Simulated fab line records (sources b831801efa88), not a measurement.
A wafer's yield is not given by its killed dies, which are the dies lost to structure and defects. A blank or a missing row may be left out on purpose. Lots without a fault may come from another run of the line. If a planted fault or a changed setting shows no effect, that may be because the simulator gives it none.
Comparing a struck lot with a sound one -- flow gf180mcu -- 16 steps out of a route of 602
Sound: wafers L435.3, L435.4, L435.5. The struck wafers were L425.2, L425.3, L425.4. Last of all comes the cause.
At each step with rows: each side's tool, then ch and its chambers, then its first start. Under that, the readings that differ: sound wafers -- struck wafers -- difference of the means -- sigmas: that difference in standard deviations of wafers without a fault.
alike: readings with means less than 2 such deviations apart, plus words and numbers identical on both sides. not compared: withheld readings, readings lacking a value on some wafer, bounds such as >300 that could conceal the same value, and numbers that have no deviation in the record and whose values overlap.
Wherever a step has rows on one side only, a row that says differs or no value, or a row with sigmas, the two part there. Non-overlapping numbers with no deviation appear without sigmas and do not part them. Lack of a reading on every wafer of one side parts them only where that side has two or more wafers.

GF_POLY_GATE_THK_MEAS_01:
  sound on film-metro-03, day 14 09:05; struck on film-metro-03, day 11 11:34
  alike: POLY_GATE_CVD_00_THK
then, 8 steps without rows for these wafers: GF_POLY_GATE_DEHYDRATE_02 (time 60 s); GF_POLY_GATE_HMDS_03 (prime time 60 s); GF_POLY_GATE_COAT_04; GF_POLY_GATE_COAT_05 (resist thk 700 nm); GF_POLY_GATE_SOFTBAKE_06 (time 60 s); GF_POLY_GATE_EXPOSE_07 (exposes mask Poly2, target cd 280 nm); GF_POLY_GATE_PEB_08 (peb time 90 s); GF_POLY_GATE_DEVELOP_09 (develop time 60 s).
GF_POLY_GATE_CD_MEAS_10: target cd 280 nm.
  sound on cd-sem-02, day 15 06:23; struck on cd-sem-01, day 12 06:34
  alike: cd-nm
GF_POLY_GATE_OVL_MEAS_11:
  sound on overlay-01, day 15 06:29; struck on overlay-02, day 12 06:40
  alike: POLY_GATE_OVL
GF_POLY_GATE_ETCH_12: etches BARC in N2/H2.
  sound on rie-diel-03 ch 0,2,3, day 15 06:30; struck on rie-diel-03 ch 1,2,3, day 12 06:42
  alike: bias-w, chamber-pressure-mTorr, drypump-motor-current-A, oes-product-au, throttle-valve-pct
GF_POLY_GATE_ETCH_13: etches poly-Si in HBr/Cl2, stops on SiO2, target depth 198.5 nm, time 69.6 s.
  sound on rie-si-02 ch 1,2, day 15 06:33; struck on rie-si-01 ch 0,2,3, day 12 06:45
  no value came back on the struck wafers for any of 6 readings (HBr_flow_sccm (sccm), bias-w (W) and others); on the sound wafers HBr_flow_sccm (sccm) reads 149.6 150.3 150.1
  not compared: rf-hours-counter-h
GF_POLY_GATE_STRIP_14: strips in O2/N2.
  sound on plasma-asher-02 ch 0,1, day 15 06:38; struck on plasma-asher-02 ch 0,1, day 12 06:49
reading,sound,struck,difference,sigmas
oes-product-au (a.u.),0.500 0.501 0.502,0.540 0.537 0.547,+0.040,+8
  alike: drypump-motor-current-A, heater-power-w
  not compared: rf-hours-counter-h
then, 1 step without rows for these wafers: GF_POLY_GATE_CLEAN_15 (cleans in SC1/SC2, time 150 s).
-- record jumps: 20 days separate the struck wafers' starts on either side; left off in module POLY_GATE, taken up again in module PASSIVATION, whose first shown step is the route's number 602 --
GF_PASSIVATION_PROBE_99:
  rows exist in the record for the struck wafers here (prober-02, day 32 04:50), but not for the sound ones

WHERE THEY PART
Earliest at GF_POLY_GATE_ETCH_13; latest, in this record, at GF_PASSIVATION_PROBE_99.

WHY: what the simulator had put in
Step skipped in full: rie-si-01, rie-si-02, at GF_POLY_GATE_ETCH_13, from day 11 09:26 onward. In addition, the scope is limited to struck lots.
